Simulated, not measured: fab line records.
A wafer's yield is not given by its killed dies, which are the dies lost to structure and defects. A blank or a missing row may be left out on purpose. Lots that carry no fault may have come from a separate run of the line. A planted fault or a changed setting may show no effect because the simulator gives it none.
Chamber matching | flow sky130 | SKY_PASSIVATION_CVD_02 on pecvd-03: 3 sister chambers
The step deposits Si3N4, target thk 540 nm. 3 wafers are shown with their chamber, then 7 later ones without.

WAFERS WITH THEIR CHAMBER
wafer  | chamber | heater_power_w (W)
L085.5 | 2       | 631
L087.3 | 1       | 735
L087.4 | 0       | 693

WAFERS WHOSE CHAMBER IS MISSING
wafer  | heater_power_w (W)
L087.6 | 583
L092.2 | 732
L092.4 | 634
L092.6 | 652
L096.1 | 689
L096.3 | 617
L096.6 | 639

EACH ONE'S CHAMBER
wafer  | from the rows above     | in truth
L087.6 | 2                       | 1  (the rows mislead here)
L092.2 | can't be placed: 1 or 0 | 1
L092.4 | 2                       | 2
L092.6 | can't be placed: 2 or 0 | 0
L096.1 | 0                       | 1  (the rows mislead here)
L096.3 | 2                       | 2
L096.6 | 2                       | 2
Placed correctly: 3 of 7. Cannot be placed on the basis of these rows: 2; the candidates contain the true chamber in 2. Number placed wrongly: 2.
How it was worked out, from the rows above alone: a wafer's distance from a chamber is the root of the sum, over the readings, of the square of ((its reading less the chamber's mean) divided by the reading's scatter). The wafer belongs to the nearest chamber; if the next one is less than 2 further off, it can't be placed. A chamber's mean is the mean of its shown wafers. The scatter: with one shown wafer a chamber, the root of the mean of the squares of how far each hidden wafer lies from its nearest shown one.
